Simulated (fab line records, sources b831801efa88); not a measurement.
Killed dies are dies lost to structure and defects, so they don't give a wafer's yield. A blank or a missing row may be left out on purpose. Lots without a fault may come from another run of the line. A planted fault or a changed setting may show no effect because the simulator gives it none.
fab line records | flow sky130
record lots=12 wafers=36 last_day=50
route steps=708 shown METAL3@534 VIA3@586 CAP2M@606 PAD_OPEN@702
lots that met no fault: from a run of the same line without faults
start_h: hours from the record's first day to the start of the lot's first wafer shown | wait_h: hours since the lot's step before | " the same as in the row above | L1.1+2: a row that stands for several wafers | - no value, or no start given | * or withheld: withheld | < > ~ a bound
route shown NAME@n: a module of which the file shows steps, and the number in the route of the first | usual: mean/standard deviation of fault-free wafers | same: alike in all rows | chamber/n: place in a boat | sites: the reading at each site | _std_site: their standard deviation | _edge_site: outer sites' mean less inner sites' | radius_mm: how far each site lies from the wafer's centre | mask NAME#n: copy n | behind: the tool/chamber that last shaped the wafer | hold: why the lot was held/for how many hours/how that ended | device: the transistor (n, p or np) that didn't switch | end of line: the same wafers' tests at the end of the route | a step without rows: its recipe alone | killed: dies lost to structure and defects at the first sort, not the wafer's yield | map: a wafer's dies, x killed, . not, _ none there
set.NAME: the setting as run; set.NAME@STEP: as run at that earlier step | model.NAME: the simulator's own value behind a step, which no gauge read
steps of the route over a sample of lots; a table a step, a row a wafer
services: from which hour (start_h, from the record's first day; less than 0 if before it) a tool's chamber was out of use, for how many hours, and why
## steps
# step SKY_METAL3_SPUTTER_02
# recipe material=AlCu target_thk_nm=735 power_w=10600 time_s=39.1 chamber_pressure_pa=0.4
# usual throttle_valve_pct=30.1/0.83
# columns lot.wafer tool chamber start_h wait_h throttle_valve_pct
L677.2 pvd_sputter-01 - 842.88 0.0 29.1
L677.3 " - " " 30.7
L677.5 " - " " 31.2
L678.1 pvd_sputter-04 - 870.16 0.0 31.1
L678.5 " - " " 31.3
L678.6 " - " " 29.6
L680.2 pvd_sputter-03 - 873.76 0.0 30.7
L680.4 " - " " 29.8
L680.5 " - " " 30.9
L684.2 pvd_sputter-04 - 905.58 0.0 31.6
L684.4 " - " " 29.7
L684.5 " - " " 31.1
L685.2 pvd_sputter-04 - 911.38 0.0 31.2
L685.5 " - " " 31.2
L685.6 " - " " 29.7
L686.2 pvd_sputter-01 - 923.08 0.0 30.6
L686.4 " - " " 29.1
L686.6 " - " " 28.6
L687.1 pvd_sputter-04 - 929.90 0.0 31.1
L687.3 " - " " 29.7
L687.4 " - " " 29.6
L688.3 pvd_sputter-01 - 940.06 0.0 30.6
L688.5 " - " " 29.4
L688.6 " - " " 28.6
L689.3 pvd_sputter-01 - 948.48 0.0 31.4
L689.4 " - " " 29.1
L689.5 " - " " 30.6
L690.1 pvd_sputter-04 - 948.86 0.0 31.1
L690.2 " - " " 29.5
L690.5 " - " " 30.5
L696.1 pvd_sputter-01 - 995.26 0.0 31.2
L696.3 " - " " 28.8
L696.6 " - " " 31.3
L699.2 pvd_sputter-04 - 1011.96 0.0 29.3
L699.5 " - " " 31.1
L699.6 " - " " 29.7
# step SKY_VIA3_OVL_MEAS_13
# usual VIA3_OVL=-1/4.9
# columns lot.wafer tool chamber start_h wait_h VIA3_OVL[nm]
L677.2 overlay-01 - 922.35 0.1 2
L677.3 " - " " -7
L677.5 " - " " -1
L678.1 overlay-01 - 949.14 0.1 1
L678.5 " - " " 0
L678.6 " - " " -3
L680.2 overlay-02 - 951.51 0.1 3
L680.4 " - " " -2
L680.5 " - " " 1
L684.2 overlay-01 - 982.11 0.1 6
L684.4 " - " " 10
L684.5 " - " " 6
L685.2 overlay-02 - 986.95 0.1 -6
L685.5 " - " " -3
L685.6 " - " " -5
L686.2 overlay-02 - 998.25 0.1 -8
L686.4 " - " " -2
L686.6 " - " " 0
L687.1 overlay-01 - 1005.80 0.1 -7
L687.3 " - " " -3
L687.4 " - " " 14
L688.3 overlay-01 - 1013.75 0.1 -5
L688.5 " - " " -8
L688.6 " - " " -7
L690.1 overlay-01 - 1023.04 0.1 -2
L690.2 " - " " 5
L690.5 " - " " -4
L689.3 overlay-01 - 1023.47 0.1 -3
L689.4 " - " " -8
L689.5 " - " " 5
L696.1 overlay-02 - 1064.96 0.1 -4
L696.3 " - " " -5
L696.6 " - " " 6
L699.2 overlay-02 - 1080.05 0.1 -4
L699.5 " - " " 3
L699.6 " - " " -1
# step SKY_CAP2M_RS_MEAS_03
# recipe thk_meas_gauge=four-point-probe reads=TiN_of_CAP2M_SPUTTER_02
# usual CAP2M_TIN_RS=6.95/0.086
# columns lot.wafer tool chamber start_h wait_h CAP2M_TIN_RS[ohm/sq]
L677.2 film_metro-01 - 924.20 0.1 6.93
L677.3 " - " " 6.96
L677.5 " - " " 6.84
L678.1 film_metro-04 - 950.89 0.1 7.05
L678.5 " - " " 7.02
L678.6 " - " " 6.89
L680.2 film_metro-01 - 953.27 0.1 6.95
L680.4 " - " " 6.94
L680.5 " - " " 6.87
L684.2 film_metro-03 - 983.87 0.1 6.99
L684.4 " - " " 6.90
L684.5 " - " " 6.88
L685.2 film_metro-01 - 988.82 0.1 6.99
L685.5 " - " " 7.02
L685.6 " - " " 7.07
L686.2 film_metro-03 - 1000.01 0.1 7.05
L686.4 " - " " 7.05
L686.6 " - " " 7.07
L687.1 film_metro-03 - 1007.56 0.1 6.93
L687.3 " - " " 7.06
L687.4 " - " " 7.01
L688.3 film_metro-03 - 1015.61 0.1 6.78
L688.5 " - " " 6.78
L688.6 " - " " 7.02
L690.1 film_metro-01 - 1024.79 0.1 6.84
L690.2 " - " " 6.89
L690.5 " - " " 6.89
L689.3 film_metro-01 - 1025.36 0.1 6.97
L689.4 " - " " 6.83
L689.5 " - " " 6.83
L696.1 film_metro-04 - 1067.04 0.1 6.93
L696.3 " - " " 6.76
L696.6 " - " " 6.80
L699.2 film_metro-04 - 1082.24 0.1 6.87
L699.5 " - " " 6.90
L699.6 " - " " 7.00
# step SKY_PAD_OPEN_STRIP_08
# recipe chemistry=O2/N2 power_w=1400 pressure_mtorr=1500 platen_temp_c=withheld overash_fraction=0.7 o2_flow_sccm=3000 n2_flow_sccm=300
# usual drypump_motor_current_A=5.6/0.43 oes_product_au=0.663/0.0044 strip_time_to_endpoint_s=37.07/0.091
# columns lot.wafer tool chamber start_h wait_h drypump_motor_current_A oes_product_au rf_hours_counter_h strip_time_to_endpoint_s
L677.2 plasma_asher-01 0 1069.31 0.1 5.3 0.664 60 37.06
L677.3 " 1 " " 6.3 0.660 - 37.17
L677.5 " 1 " " 6.3 0.663 - 37.12
L678.1 plasma_asher-04 0 1091.53 0.1 5.8 0.668 35 37.07
L678.5 " 1 " " 5.1 0.664 - 36.94
L678.6 " 0 " " 5.7 0.666 - 37.12
L680.2 plasma_asher-04 1 1092.56 0.1 5.1 0.668 35 37.09
L680.4 " 0 " " 5.8 0.665 - 37.09
L680.5 " 1 " " 5.1 0.653 - 37.15
L684.2 plasma_asher-02 1 1119.23 0.1 5.3 0.666 98 37.06
L684.4 " 1 " " 5.3 0.657 - 36.91
L684.5 " 0 " " 5.9 0.665 - 36.99
L685.2 plasma_asher-01 1 1123.06 0.1 6.3 0.668 65 36.92
L685.5 " 1 " " 6.3 0.662 - 36.95
L685.6 " 0 " " 5.3 0.669 - 36.93
L686.2 plasma_asher-04 0 1131.61 0.1 5.7 0.668 39 37.05
L686.4 " 1 " " 5.1 0.668 - 36.94
L686.6 " 1 " " 5.1 0.663 - 37.07
L687.1 plasma_asher-04 0 1139.83 0.1 5.8 0.660 40 36.98
L687.3 " 0 " " 5.8 0.672 - 37.01
L687.4 " 1 " " 5.1 0.668 - 36.95
L688.3 plasma_asher-04 1 1144.16 0.1 5.1 0.665 - 37.04
L688.5 " 1 " " 5.1 0.667 - 37.03
L688.6 " 0 " " 5.8 0.664 - 36.92
L690.1 plasma_asher-01 1 1151.18 0.1 6.3 0.665 68 37.07
L690.2 " 0 " " 5.3 0.666 68 37.03
L690.5 " 1 " " 6.3 0.661 - 37.00
L689.3 plasma_asher-01 0 1153.07 0.1 5.3 0.663 - 37.13
L689.4 " 1 " " 6.3 0.666 - 37.14
L689.5 " 0 " " 5.3 0.666 - 36.99
L696.1 plasma_asher-02 0 1185.09 0.1 5.9 0.666 105 37.18
L696.3 " 0 " " 5.9 0.661 - 37.07
L696.6 " 1 " " 5.3 0.663 - 37.12
L699.2 plasma_asher-04 1 1195.84 0.1 5.1 0.667 44 37.08
L699.5 " 1 " " 5.1 0.661 - 37.12
L699.6 " 0 " " 5.8 0.667 - 37.11
# step SKY_PAD_OPEN_PROBE_99
# usual defect_limited_yield=82.1/1.9 killed_at_M0_to_M3=44/7.3 killed_at_M4_up=3.5/1.8 killed_at_contacts=24/5.8 killed_at_front_end=16/4.3 killed_at_other=0.5/0.68 killed_dies=88/9.4 killed_open=48/6.8 killed_short=40/6.1 sort_bin_3_pad_short=0.9/0.39 sort_bin_5_function=10.5/1.4 sort_bin_6_memory=6.4/1.1 sort_n_pass=404/9.4 sort_yield_pct=82.1/1.9
# same gross_dies=492 killed_at_back_side=0 sort_bin_4_leakage[%]=0 sort_bin_8_speed[%]=0
# columns lot.wafer tool chamber start_h wait_h hold defect_limited_yield[%] killed_at_M0_to_M3 killed_at_M4_up killed_at_contacts killed_at_front_end killed_at_other killed_dies killed_open killed_short sort_bin_3_pad_short[%] sort_bin_5_function[%] sort_bin_6_memory[%] sort_n_pass sort_yield_pct[%]
L677.2 prober-02 - 1071.67 0.1 - 82.3 53 1 18 15 0 87 48 39 0.8 9.6 7.3 405 82.3
L677.3 prober-02 - 1071.72 0.2 - 83.7 36 5 25 14 0 80 39 41 1.0 10.0 5.3 412 83.7
L677.5 prober-02 - 1071.82 0.2 - 79.7 47 4 37 11 1 100 54 44 0.4 14.2 5.7 392 79.7
L678.1 prober-02 - 1093.83 0.1 - 82.5 42 5 22 17 0 86 44 38 0.4 11.2 5.9 406 82.5
L678.5 prober-02 - 1094.03 0.2 - 78.7 55 4 28 16 2 105 59 44 0.4 13.0 7.9 387 78.7
L678.6 prober-02 - 1094.08 0.2 - 81.1 50 3 20 20 0 93 48 42 0.6 10.6 7.7 399 81.1
L680.2 prober-01 - 1095.38 0.1 - 79.9 62 6 18 13 0 99 54 44 1.4 12.0 6.7 393 79.9
L680.4 prober-01 - 1095.48 0.2 - 85.8 30 3 18 19 0 70 39 30 0.6 8.3 5.3 422 85.8
L680.5 prober-01 - 1095.53 0.2 - 81.9 41 3 22 23 0 89 52 37 1.2 9.8 7.1 403 81.9
L684.2 prober-01 - 1121.91 0.1 - 82.7 47 3 14 21 0 85 43 42 1.0 9.3 6.9 407 82.7
L684.4 prober-01 - 1122.01 0.2 - 82.9 43 3 21 14 3 84 44 39 0.6 10.2 6.3 408 82.9
L684.5 prober-01 - 1122.06 0.2 - 83.1 43 4 19 17 0 83 41 41 1.4 10.2 5.3 409 83.1
L685.2 prober-02 - 1125.32 0.1 - 85.2 41 2 13 16 1 73 39 34 1.0 10.0 3.9 419 85.2
L685.5 prober-02 - 1125.47 0.2 - 82.1 35 4 28 21 0 88 51 37 0.8 10.2 6.9 404 82.1
L685.6 prober-02 - 1125.52 0.2 - 82.5 48 4 19 14 1 86 44 42 1.4 7.9 8.1 406 82.5
L686.2 prober-01 - 1133.92 0.1 - 79.3 58 5 24 15 0 102 57 45 1.0 11.2 8.5 390 79.3
L686.4 prober-01 - 1134.02 0.2 - 79.5 55 1 27 18 0 101 47 53 1.2 11.6 7.7 391 79.5
L686.6 prober-01 - 1134.12 0.2 - 83.5 43 3 18 17 0 81 43 38 1.2 10.8 4.5 411 83.5
L687.1 prober-02 - 1142.25 0.1 - 78.0 53 7 35 13 0 108 53 54 1.6 13.8 6.5 384 78.0
L687.3 prober-02 - 1142.35 0.2 - 85.0 39 6 21 6 2 74 33 41 0.8 9.8 4.5 418 85.0
L687.4 prober-02 - 1142.40 0.2 - 83.7 41 4 22 13 0 80 42 38 1.0 10.4 4.9 412 83.7
L688.3 prober-01 - 1146.56 0.2 - 81.3 50 8 16 18 0 92 56 35 1.2 12.0 5.5 400 81.3
L688.5 prober-01 - 1146.66 0.2 - 83.3 48 2 16 15 1 82 45 35 1.2 9.6 5.9 410 83.3
L688.6 prober-01 - 1146.71 0.2 - 80.5 57 2 18 17 2 96 50 44 0.6 11.2 7.7 396 80.5
L690.1 prober-02 - 1153.74 0.1 - 82.3 43 4 21 19 0 87 44 42 2.2 9.3 6.1 405 82.3
L690.2 prober-02 - 1153.79 0.1 - 83.3 30 8 27 17 0 82 44 38 1.0 10.8 4.9 410 83.3
L690.5 prober-02 - 1153.94 0.2 - 80.9 42 5 38 8 1 94 47 45 1.0 11.8 6.3 398 80.9
L689.3 prober-01 - 1155.35 0.2 - 81.9 48 1 23 16 1 89 51 38 1.4 10.0 6.7 403 81.9
L689.4 prober-01 - 1155.40 0.2 - 83.7 39 4 17 20 0 80 44 35 0.8 9.3 6.1 412 83.7
L689.5 prober-01 - 1155.45 0.2 - 79.9 46 4 38 10 1 99 50 48 0.6 11.4 8.1 393 79.9
L696.1 prober-01 - 1187.30 0.1 await_dispo/1.3h/release 79.7 56 3 24 17 0 100 51 49 0.4 12.6 7.3 392 79.7
L696.3 prober-01 - 1187.40 0.2 await_dispo/1.3h/release 75.6 74 6 26 14 0 120 40 49 2.0 13.8 8.5 372 75.6
L696.6 prober-01 - 1187.55 0.2 await_dispo/1.3h/release 79.1 50 1 31 20 1 103 54 48 0.6 11.2 9.1 389 79.1
L699.2 prober-02 - 1198.10 0.1 - 82.5 41 2 26 16 1 86 52 32 1.0 9.3 7.1 406 82.5
L699.5 prober-02 - 1198.25 0.2 - 81.7 50 4 24 12 0 90 53 37 1.4 11.0 5.9 402 81.7
L699.6 prober-02 - 1198.30 0.2 - 76.4 59 5 30 19 3 116 62 51 2.2 12.4 8.9 376 76.4
# killed by level:class
L677.2 VIA1:geometric_particle:open=15 METAL2:geometric_particle:short=8 VIA3:geometric_particle:open=8 CONTACT:geometric_particle:open=6 VIA2:geometric_particle:open=5 FIELD_ISO:geometric_particle:open=4 LOCAL_INTERCONNECT:geometric_particle:short=4 VIA1:geometric_particle:short=4
L677.3 VIA1:geometric_particle:open=11 CONTACT:geometric_particle:open=8 LI_CONTACT:geometric_particle:open=6 VIA3:geometric_particle:short=6 LOCAL_INTERCONNECT:geometric_particle:short=5 POLY_GATE:geometric_particle:open=4 POLY_GATE:geometric_particle:short=4 METAL3:geometric_particle:short=4
L677.5 CONTACT:geometric_particle:open=13 VIA1:geometric_particle:open=13 LI_CONTACT:geometric_particle:open=11 VIA1:geometric_particle:short=8 CONTACT:geometric_particle:short=6 METAL1:geometric_particle:short=6 LOCAL_INTERCONNECT:geometric_particle:short=5 METAL2:geometric_particle:short=4
L678.1 CONTACT:geometric_particle:open=10 VIA1:geometric_particle:open=9 VIA3:geometric_particle:open=7 CONTACT:geometric_particle:short=6 POLY_GATE:geometric_particle:open=6 METAL1:geometric_particle:short=5 VIA2:geometric_particle:short=5 VIA2:geometric_particle:open=4
L678.5 VIA1:geometric_particle:open=17 CONTACT:geometric_particle:open=15 VIA1:geometric_particle:short=9 VIA3:geometric_particle:open=8 METAL1:geometric_particle:short=6 FIELD_ISO:geometric_particle:short=5 POLY_GATE:geometric_particle:short=4 LOCAL_INTERCONNECT:geometric_particle:short=4
L678.6 VIA1:geometric_particle:open=18 POLY_GATE:geometric_particle:short=7 VIA2:geometric_particle:open=7 FIELD_ISO:geometric_particle:short=6 CONTACT:geometric_particle:short=6 CONTACT:geometric_particle:open=6 VIA1:geometric_particle:short=5 METAL2:geometric_particle:short=5
L680.2 VIA1:geometric_particle:open=14 VIA3:geometric_particle:open=14 METAL1:geometric_particle:short=12 CONTACT:geometric_particle:open=8 VIA1:geometric_particle:short=6 POLY_GATE:geometric_particle:short=5 METAL2:geometric_particle:short=5 CONTACT:geometric_particle:short=4
L680.4 CONTACT:geometric_particle:open=7 FIELD_ISO:geometric_particle:open=6 VIA1:geometric_particle:open=6 CONTACT:geometric_particle:short=4 LI_CONTACT:geometric_particle:open=4 VIA3:geometric_particle:open=4 FIELD_ISO:geometric_particle:short=3 POLY_GATE:geometric_particle:open=3
L680.5 VIA3:geometric_particle:open=9 FIELD_ISO:geometric_particle:open=8 CONTACT:geometric_particle:open=8 LI_CONTACT:geometric_particle:open=7 VIA2:geometric_particle:open=7 VIA1:geometric_particle:open=5 METAL2:geometric_particle:short=5 POLY_GATE:geometric_particle:short=4
L684.2 VIA1:geometric_particle:open=10 METAL2:geometric_particle:short=7 FIELD_ISO:geometric_particle:open=6 VIA1:geometric_particle:short=6 CONTACT:geometric_particle:open=6 VIA2:geometric_particle:open=5 METAL1:geometric_particle:short=5 VIA3:geometric_particle:open=5
L684.4 VIA1:geometric_particle:open=10 LI_CONTACT:geometric_particle:open=9 METAL2:geometric_particle:short=6 POLY_GATE:geometric_particle:open=5 VIA3:geometric_particle:open=5 METAL3:geometric_particle:short=5 LI_CONTACT:geometric_particle:short=4 LOCAL_INTERCONNECT:geometric_particle:short=4
L684.5 VIA1:geometric_particle:open=9 VIA2:geometric_particle:open=6 METAL2:geometric_particle:short=5 LI_CONTACT:geometric_particle:open=5 LOCAL_INTERCONNECT:geometric_particle:short=5 METAL1:geometric_particle:short=5 FIELD_ISO:geometric_particle:short=4 CONTACT:geometric_particle:open=4
L685.2 VIA1:geometric_particle:open=8 VIA3:geometric_particle:open=5 CONTACT:geometric_particle:open=5 VIA2:geometric_particle:open=5 FIELD_ISO:geometric_particle:open=4 POLY_GATE:geometric_particle:open=4 LOCAL_INTERCONNECT:geometric_particle:short=4 VIA1:geometric_particle:short=4
L685.5 CONTACT:geometric_particle:open=12 LI_CONTACT:geometric_particle:open=8 FIELD_ISO:geometric_particle:short=7 VIA1:geometric_particle:open=7 FIELD_ISO:geometric_particle:open=6 METAL1:geometric_particle:short=6 VIA2:geometric_particle:open=5 VIA3:geometric_particle:open=5
L685.6 VIA1:geometric_particle:open=13 METAL1:geometric_particle:short=8 LI_CONTACT:geometric_particle:open=6 METAL3:geometric_particle:short=5 VIA3:geometric_particle:open=5 FIELD_ISO:geometric_particle:short=4 VIA3:geometric_particle:short=4 CONTACT:geometric_particle:open=4
L686.2 VIA3:geometric_particle:open=12 VIA1:geometric_particle:open=10 LI_CONTACT:geometric_particle:open=9 CONTACT:geometric_particle:open=6 FIELD_ISO:geometric_particle:short=5 CONTACT:geometric_particle:short=5 VIA1:geometric_particle:short=5 VIA3:geometric_particle:short=5
L686.4 VIA1:geometric_particle:open=14 CONTACT:geometric_particle:open=9 METAL2:geometric_particle:short=9 CONTACT:geometric_particle:short=8 VIA3:geometric_particle:open=7 POLY_GATE:geometric_particle:short=7 VIA3:geometric_particle:short=7 METAL1:geometric_particle:short=6
L686.6 VIA3:geometric_particle:open=10 VIA1:geometric_particle:open=9 VIA2:geometric_particle:open=8 CONTACT:geometric_particle:open=7 CONTACT:geometric_particle:short=6 POLY_GATE:geometric_particle:short=5 METAL2:geometric_particle:short=5 FIELD_ISO:geometric_particle:open=4
L687.1 CONTACT:geometric_particle:open=13 VIA1:geometric_particle:open=12 METAL1:geometric_particle:short=10 LOCAL_INTERCONNECT:geometric_particle:short=8 FIELD_ISO:geometric_particle:short=5 LI_CONTACT:geometric_particle:open=5 CONTACT:geometric_particle:short=5 METAL1:geometric_particle:open=5
L687.3 CONTACT:geometric_particle:open=8 VIA1:geometric_particle:open=6 VIA2:geometric_particle:open=6 CONTACT:geometric_particle:short=5 METAL2:geometric_particle:short=5 VIA3:geometric_particle:open=4 VIA3:geometric_particle:short=4 METAL1:geometric_particle:short=4
L687.4 VIA1:geometric_particle:open=8 CONTACT:geometric_particle:open=7 VIA2:geometric_particle:open=7 LOCAL_INTERCONNECT:geometric_particle:short=6 METAL2:geometric_particle:short=6 LI_CONTACT:geometric_particle:open=5 POLY_GATE:geometric_particle:short=4 VIA1:geometric_particle:short=4
L688.3 VIA2:geometric_particle:open=10 VIA1:geometric_particle:open=9 CONTACT:geometric_particle:open=8 VIA3:geometric_particle:open=7 VIA1:geometric_particle:short=6 FIELD_ISO:geometric_particle:open=5 POLY_GATE:geometric_particle:short=4 METAL4:geometric_particle:short=4
L688.5 METAL1:geometric_particle:short=14 VIA3:geometric_particle:open=8 VIA2:geometric_particle:open=7 CONTACT:geometric_particle:open=6 FIELD_ISO:geometric_particle:open=5 VIA1:geometric_particle:short=5 CONTACT:geometric_particle:short=4 METAL1:geometric_particle:open=4
L688.6 VIA1:geometric_particle:open=15 METAL1:geometric_particle:short=8 CONTACT:geometric_particle:open=7 VIA2:geometric_particle:open=7 VIA1:geometric_particle:short=6 LI_CONTACT:geometric_particle:open=6 METAL2:geometric_particle:short=6 VIA3:geometric_particle:short=6
L690.1 CONTACT:geometric_particle:open=11 VIA1:geometric_particle:open=11 METAL2:geometric_particle:short=7 FIELD_ISO:geometric_particle:short=5 METAL1:geometric_particle:short=5 VIA3:geometric_particle:open=5 POLY_GATE:geometric_particle:open=4 METAL4:geometric_particle:short=4
L690.2 LI_CONTACT:geometric_particle:open=9 LOCAL_INTERCONNECT:geometric_particle:short=8 VIA3:geometric_particle:open=8 CONTACT:geometric_particle:open=7 METAL4:geometric_particle:short=7 VIA1:geometric_particle:open=7 POLY_GATE:geometric_particle:short=5 FIELD_ISO:geometric_particle:open=4
L690.5 CONTACT:geometric_particle:open=15 VIA1:geometric_particle:open=10 LI_CONTACT:geometric_particle:open=7 LOCAL_INTERCONNECT:geometric_particle:short=7 METAL1:geometric_particle:short=6 VIA1:geometric_particle:short=5 FIELD_ISO:geometric_particle:short=4 VIA3:geometric_particle:short=4
L689.3 VIA3:geometric_particle:open=10 LI_CONTACT:geometric_particle:open=9 VIA1:geometric_particle:open=8 METAL1:geometric_particle:short=6 VIA2:geometric_particle:open=6 CONTACT:geometric_particle:open=5 CONTACT:geometric_particle:short=5 VIA3:geometric_particle:short=5
L689.4 VIA1:geometric_particle:open=9 VIA2:geometric_particle:open=9 METAL2:geometric_particle:short=7 CONTACT:geometric_particle:short=6 VIA1:geometric_particle:short=6 FIELD_ISO:geometric_particle:open=5 LI_CONTACT:geometric_particle:open=5 CONTACT:geometric_particle:open=4
L689.5 VIA3:geometric_particle:open=12 CONTACT:geometric_particle:open=11 LI_CONTACT:geometric_particle:open=9 CONTACT:geometric_particle:short=9 VIA1:geometric_particle:short=8 LI_CONTACT:geometric_particle:short=5 VIA2:geometric_particle:open=5 POLY_GATE:geometric_particle:open=4
L696.1 VIA1:geometric_particle:open=13 CONTACT:geometric_particle:short=8 LI_CONTACT:geometric_particle:open=7 METAL1:geometric_particle:short=7 VIA3:geometric_particle:open=7 VIA2:geometric_particle:open=7 POLY_GATE:geometric_particle:short=6 METAL2:geometric_particle:short=5
L696.3 METAL3:unspecified=30 VIA1:geometric_particle:short=12 LOCAL_INTERCONNECT:geometric_particle:short=9 CONTACT:geometric_particle:open=8 VIA2:geometric_particle:open=7 VIA3:geometric_particle:open=5 VIA1:geometric_particle:open=5 FIELD_ISO:geometric_particle:short=4
L696.6 VIA1:geometric_particle:open=15 CONTACT:geometric_particle:open=12 METAL2:geometric_particle:short=9 METAL1:geometric_particle:short=7 FIELD_ISO:geometric_particle:open=6 LI_CONTACT:geometric_particle:open=6 LOCAL_INTERCONNECT:geometric_particle:short=6 FIELD_ISO:geometric_particle:short=5
L699.2 VIA1:geometric_particle:open=15 CONTACT:geometric_particle:open=9 LI_CONTACT:geometric_particle:open=7 CONTACT:geometric_particle:short=6 POLY_GATE:geometric_particle:open=4 METAL1:geometric_particle:short=4 METAL2:geometric_particle:short=4 VIA2:geometric_particle:open=4
L699.5 LI_CONTACT:geometric_particle:open=10 VIA2:geometric_particle:open=10 VIA1:geometric_particle:open=8 VIA3:geometric_particle:open=8 CONTACT:geometric_particle:open=6 VIA1:geometric_particle:short=5 METAL2:geometric_particle:short=4 LOCAL_INTERCONNECT:geometric_particle:short=4
L699.6 VIA1:geometric_particle:open=15 VIA3:geometric_particle:open=12 LI_CONTACT:geometric_particle:open=8 CONTACT:geometric_particle:open=7 CONTACT:geometric_particle:short=7 VIA1:geometric_particle:short=7 FIELD_ISO:geometric_particle:open=6 LI_CONTACT:geometric_particle:short=6
## services
# columns tool chamber start_h hours kind
plasma_asher-01 - 819.44 15.6 pm
pvd_sputter-03 - 819.52 11.9 repair
pvd_sputter-04 - 835.29 12.5 repair
plasma_asher-01 - 835.78 1.2 repair
pvd_sputter-03 - 847.56 12.9 repair
plasma_asher-01 - 863.68 1.1 repair
plasma_asher-02 - 917.20 0.4 repair
plasma_asher-04 - 939.07 6.7 pm
plasma_asher-01 - 949.66 28.1 pm
pvd_sputter-01 - 959.15 2.2 repair
plasma_asher-01 - 977.76 2.8 pm
plasma_asher-02 - 988.31 2.2 repair
plasma_asher-02 - 988.39 0.8 repair
plasma_asher-01 - 1033.82 2.5 repair
plasma_asher-01 - 1038.57 4.5 repair
plasma_asher-04 - 1045.63 7.2 repair
pvd_sputter-03 - 1046.33 5.4 repair
plasma_asher-01 - 1064.22 4.4 repair
plasma_asher-04 - 1084.60 4.6 repair
plasma_asher-01 - 1088.51 4.0 pm
pvd_sputter-01 - 1121.84 8.5 repair
plasma_asher-04 - 1162.27 2.8 pm
plasma_asher-04 - 1167.73 6.9 repair
pvd_sputter-01 - 1175.16 2.8 repair
## key
first_sign step=SKY_PAD_OPEN_PROBE_99 reading=killed_at_M0_to_M3 direction=up sigmas=4.1 usual=44 struck=74
effect step=SKY_PAD_OPEN_PROBE_99 reading=sort_n_pass direction=down sigmas=3.4 usual=404 struck=372
met_at SKY_METAL3_SPUTTER_02
struck_lots L696
struck_wafers L696.3
not_acting_at SKY_VIA3_OVL_MEAS_13,SKY_CAP2M_RS_MEAS_03,SKY_PAD_OPEN_STRIP_08
onset_between 940.06 995.26
fault kind=chamber_particle_source tool=pvd_sputter-01 chamber=- onset_h=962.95 steps=SKY_METAL3_SPUTTER_02 rate_per_visit_cm2=1.1509 end_h=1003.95 scope=struck_wafers_only
